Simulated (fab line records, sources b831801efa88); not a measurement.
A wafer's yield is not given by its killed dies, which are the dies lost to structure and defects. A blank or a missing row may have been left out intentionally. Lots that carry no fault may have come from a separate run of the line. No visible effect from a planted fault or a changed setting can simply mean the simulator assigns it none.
Which tool did it?	flow gf180mcu	12 lots, 36 wafers sampled, at 1 step of a route of 602

WHAT THE GAUGES READ, wafer by wafer
GF_V1_THK_MEAS_25: measures by xrf.
lot	measured	on	V1_W_THK (nm)
L075	day 18 09:18	filmMetro-03	346 346 340
L077	day 19 07:57	filmMetro-03	342 343 348
L079	day 19 22:40	filmMetro-04	351 352 350
L081	day 21 00:31	filmMetro-04	358 356 360
L083	day 21 09:51	filmMetro-03	349 344 350
L085	day 22 08:13	filmMetro-04	358 360 362
L087	day 23 03:51	filmMetro-02	351 347 347
L089	day 24 02:07	filmMetro-02	351 351 352
L091	day 24 10:16	filmMetro-02	355 351 353
L093	day 25 05:41	filmMetro-03	351 346 345
L095	day 25 12:34	filmMetro-03	347 348 349
L097	day 26 06:38	filmMetro-04	354 353 348

TOOL THAT RAN EACH LOT (tool first, then ch and the chambers of the sampled wafers, then the start)
Before these readings, the record contains no process step.

THE ANSWER, worked out from the rows above alone
Rule: what is usual is taken from the lots themselves. The widest of any qualifying gaps counts: lots, ordered by their means at a reading, are off when they make up no more than a third of the lots, leave a main group of 4 or more, and stand apart from it by 3 or more times the standard deviation of that group's means. A main group is skipped when, at the precision printed for the reading in the tables above, its means are all equal. A lot without any number at a reading at which 4 lots or more have one is off too. All remaining lots with rows at the step are treated as sound.
No lot is off at any reading shown: from this, nothing can be told.

WHAT THE SIMULATOR HAD INSERTED
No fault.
